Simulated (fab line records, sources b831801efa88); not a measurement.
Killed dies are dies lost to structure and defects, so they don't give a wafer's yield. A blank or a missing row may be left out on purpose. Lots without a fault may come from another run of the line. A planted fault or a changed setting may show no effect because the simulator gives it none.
Which tool did it? | flow gf180mcu | 6 lots, 18 wafers sampled, at 2 steps of a route of 602

WHAT THE GAUGES READ, wafer by wafer
GF_MIM_THK_MEAS_06.
lot  | measured     | on            | MIM_CVD_05_THK (nm)
L177 | day 25 17:34 | film_metro-01 | 42.1 42.0 42.7
L179 | day 26 14:09 | film_metro-01 | 41.2 41.8 42.0
L184 | day 27 17:33 | film_metro-01 | 42.3 43.2 43.1
L185 | day 28 04:34 | film_metro-04 | 42.1 42.2 43.4
L190 | day 29 15:28 | film_metro-02 | 42.0 43.0 42.2
L197 | day 31 01:07 | film_metro-04 | 42.2 42.8 42.8

WHICH TOOL RAN EACH LOT (tool, then ch and the chambers of the sampled wafers, then the start)
lot  | GF_V3_ETCH_16
L177 | rie_diel-03 ch 0,2,3, day 23 17:50
L179 | rie_diel-03 ch 0,2,3, day 24 15:08
L184 | rie_diel-04 ch 0,1,2, day 25 20:48
L185 | rie_diel-03 ch 1,2,3, day 26 08:18
L190 | rie_diel-04 ch 0,2,3, day 27 19:21
L197 | rie_diel-02 ch 1,3, day 29 07:03
- GF_V3_ETCH_16: etches BARC in N2/H2.

THE ANSWER, worked out from the rows above alone
Rule: what is usual is taken from the lots themselves. Put in order of their means at a reading, lots are off if they are a third of the lots or fewer, leave a main group of 4 or more, and stand apart from it by a gap of 3 or more times the standard deviation of the main group's means; of several such gaps the widest counts. A main group whose means are all the same, to the digits that the tables above print for the reading, isn't used. A lot without any number at a reading at which 4 lots or more have one is off too. The other lots that the step has rows for count as sound.
No lot is off at any reading shown: from this, nothing can be told.

WHAT THE SIMULATOR HAD PUT IN
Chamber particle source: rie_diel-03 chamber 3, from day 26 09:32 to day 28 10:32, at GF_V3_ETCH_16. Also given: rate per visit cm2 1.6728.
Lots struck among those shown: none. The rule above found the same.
